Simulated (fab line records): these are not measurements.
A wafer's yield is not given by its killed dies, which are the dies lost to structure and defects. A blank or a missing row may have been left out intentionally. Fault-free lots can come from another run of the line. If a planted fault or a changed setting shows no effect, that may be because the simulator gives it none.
Which tool is to blame?    flow gf180mcu    39 wafers from 13 lots sampled at 4 of the route's 602 steps

## WHAT EACH GAUGE READ, for each wafer
GF_VT_IMPLANT_RS_MEAS_49: the measuring method here is four-point-probe. Usual: MVPSD_RS typically reads 1169 ohm/sq, with standard deviation 3.2.
lot   measured      on             MVPSD_RS (ohm/sq)  flag
L804  day 8 00:41   film-metro-03  1171 1172 1172     
L805  day 8 08:23   film-metro-03  1171 1168 1169     
L806  day 8 10:56   film-metro-04  1162 1162 1161     
L810  day 9 13:31   film-metro-04  1167 1170 1164     
L811  day 9 19:58   film-metro-04  1169 1169 1168     
L812  day 10 01:40  film-metro-02  1171 1171 1166     
L813  day 10 10:05  film-metro-04  1166 1168 1168     
L814  day 10 15:26  film-metro-03  1172 1171 1169     
L815  day 10 21:40  film-metro-03  1174 1174 1173     
L816  day 11 04:29  film-metro-04  1168 1167 1168     
L823  day 13 03:25  film-metro-02  1167 1166 1166     
L824  day 13 11:35  film-metro-04  1165 1162 1167     
L825  day 14 04:35  film-metro-02  1169 1169 1174     

## TOOL THAT RAN EACH LOT (tool first, then ch and the chambers of the sampled wafers, then the start)
lot   GF_VT_IMPLANT_STRIP_09                GF_VT_IMPLANT_STRIP_31                GF_VT_IMPLANT_RTA_45
L804  plasma-asher-03 ch 0,1, day 6 01:28   plasma-asher-04 ch 0,1, day 7 08:11   rtp-anneal-02 ch 0, day 8 00:13
L805  plasma-asher-04 ch 0,1, day 6 08:45   plasma-asher-03 ch 0,1, day 7 15:26   rtp-anneal-02 ch 0, day 8 07:56
L806  plasma-asher-03 ch 0,1, day 6 10:54   plasma-asher-03 ch 0,1, day 7 18:11   rtp-anneal-02 ch 0, day 8 10:29
L810  plasma-asher-04 ch 0,1, day 7 11:11   plasma-asher-03 ch 1, day 8 19:59     rtp-anneal-01 ch 0, day 9 13:02
L811  plasma-asher-02 ch 0,1, day 7 16:05   plasma-asher-04 ch 0,1, day 9 01:35   rtp-anneal-01 ch 0, day 9 19:31
L812  plasma-asher-03 ch 0,1, day 7 22:08   plasma-asher-04 ch 0,1, day 9 08:14   rtp-anneal-02 ch 0, day 10 01:12
L813  plasma-asher-02 ch 0,1, day 8 05:02   plasma-asher-03 ch 0, day 9 15:16     rtp-anneal-02 ch 0, day 10 09:38
L814  plasma-asher-02 ch 0,1, day 8 11:29   plasma-asher-02 ch 0, day 9 20:38     rtp-anneal-02 ch 0, day 10 14:59
L815  plasma-asher-04 ch 0,1, day 8 16:13   plasma-asher-02 ch 0,1, day 10 02:53  rtp-anneal-02 ch 0, day 10 21:12
L816  plasma-asher-03 ch 1, day 8 21:56     plasma-asher-04 ch 0,1, day 10 09:11  rtp-anneal-01 ch 0, day 11 04:01
L823  plasma-asher-02 ch 0,1, day 10 17:43  plasma-asher-02 ch 0,1, day 12 07:23  rtp-anneal-02 ch 0, day 13 02:57
L824  plasma-asher-02 ch 0,1, day 11 00:56  plasma-asher-03 ch 0,1, day 12 15:02  rtp-anneal-02 ch 0, day 13 11:07
L825  plasma-asher-04 ch 0,1, day 11 15:17  plasma-asher-02 ch 0,1, day 13 07:17  rtp-anneal-01 ch 0, day 14 04:08
- GF_VT_IMPLANT_STRIP_09: strips in O2/N2.
- GF_VT_IMPLANT_STRIP_31: strips in O2/N2.
- GF_VT_IMPLANT_RTA_45: time 30 s.

## WHAT THE TOOLS THEMSELVES READ (means of the sampled wafers that have a number; where no wafer has one, the mark that the record gives instead)
GF_VT_IMPLANT_STRIP_09. Usual: drypump-motor-current-A 5.60 A, standard deviation 0.21; heater-power-w 324 W, standard deviation 30; oes-product-au 0.716 a.u., standard deviation 0.0045; strip-time-to-endpoint-s 12.63 s, standard deviation 0.033.
lot   tool             drypump-motor-current-A (A)  heater-power-w (W)  oes-product-au (a.u.)  strip-time-to-endpoint-s (s)  flag
L804  plasma-asher-03  5.71                         327                 0.716                  12.70                         
L805  plasma-asher-04  5.42                         307                 0.722                  12.66                         
L806  plasma-asher-03  5.64                         330                 0.716                  12.63                         
L810  plasma-asher-04  5.45                         304                 0.717                  12.65                         
L811  plasma-asher-02  5.55                         360                 0.712                  12.66                         
L812  plasma-asher-03  5.62                         337                 0.715                  12.63                         
L813  plasma-asher-02  5.54                         359                 0.716                  12.61                         
L814  plasma-asher-02  5.54                         356                 0.720                  12.61                         
L815  plasma-asher-04  5.64                         295                 0.718                  12.64                         
L816  plasma-asher-03  5.55                         343                 0.717                  12.62                         
L823  plasma-asher-02  5.55                         364                 0.711                  12.62                         
L824  plasma-asher-02  5.62                         341                 0.717                  12.64                         
L825  plasma-asher-04  5.63                         294                 0.720                  12.58                         

GF_VT_IMPLANT_STRIP_31. Usual: drypump-motor-current-A 5.61 A, standard deviation 0.17; heater-power-w 336 W, standard deviation 30; oes-product-au 0.716 a.u., standard deviation 0.0043; strip-time-to-endpoint-s 12.63 s, standard deviation 0.036.
lot   tool             drypump-motor-current-A (A)  heater-power-w (W)  oes-product-au (a.u.)  strip-time-to-endpoint-s (s)  flag
L804  plasma-asher-04  5.61                         293                 0.718                  12.63                         
L805  plasma-asher-03  5.71                         333                 0.716                  12.66                         
L806  plasma-asher-03  5.65                         336                 0.716                  12.61                         
L810  plasma-asher-03  5.56                         338                 0.716                  12.65                         
L811  plasma-asher-04  5.43                         307                 0.713                  12.64                         
L812  plasma-asher-04  5.42                         305                 0.717                  12.62                         
L813  plasma-asher-03  5.72                         322                 0.715                  12.59                         
L814  plasma-asher-02  5.70                         326                 0.712                  12.59                         
L815  plasma-asher-02  5.62                         345                 0.711                  12.60                         
L816  plasma-asher-04  5.63                         295                 0.718                  12.67                         
L823  plasma-asher-02  5.55                         361                 0.715                  12.59                         
L824  plasma-asher-03  5.63                         333                 0.708                  12.66                         
L825  plasma-asher-02  5.62                         339                 0.717                  12.67                         

GF_VT_IMPLANT_RTA_45. Usual: lamp-power-pct 34.8 %, standard deviation 2.6; wafer_temp_C_max 1054.2, standard deviation 1.
lot   tool           lamp-power-pct (%)  wafer_temp_C_max  flag
L804  rtp-anneal-02  36.9                1053.0            
L805  rtp-anneal-02  36.9                1053.8            
L806  rtp-anneal-02  36.9                1053.1            
L810  rtp-anneal-01  31.7                1055.8            
L811  rtp-anneal-01  31.7                1054.9            
L812  rtp-anneal-02  36.9                1054.8            
L813  rtp-anneal-02  36.9                1054.1            
L814  rtp-anneal-02  37.0                1053.3            
L815  rtp-anneal-02  37.0                1054.5            
L816  rtp-anneal-01  31.7                1055.0            
L823  rtp-anneal-02  29.9                972.7             OFF
L824  rtp-anneal-02  29.8                972.7             OFF
L825  rtp-anneal-01  31.7                1054.8            

## THE ANSWER, worked out from the rows above alone
Rule: a lot counts as off when the mean over its wafers that have a number is more than 3 standard deviations away from the usual mean. A lot without any number at a reading at which 4 lots or more have one is off too. Any other lot the step has rows for is counted as sound. The gauges are gone through in route order, then the tools' own readings, and for those a lot's mean is taken as printed above. At the first step where some lot is off, the reading lying furthest off is the one used; lots without a number count as furthest.
Off at GF_VT_IMPLANT_RTA_45 (wafer_temp_C_max): L823, L824.
If a tool, at that step or one of the process steps before it, ran each lot that is off and ran no sound lot following the first of them, it fits. Can't be told from this: 2 tools fit, plasma-asher-02 at GF_VT_IMPLANT_STRIP_09, rtp-anneal-02 at GF_VT_IMPLANT_RTA_45.

## WHAT THE SIMULATOR PUT IN
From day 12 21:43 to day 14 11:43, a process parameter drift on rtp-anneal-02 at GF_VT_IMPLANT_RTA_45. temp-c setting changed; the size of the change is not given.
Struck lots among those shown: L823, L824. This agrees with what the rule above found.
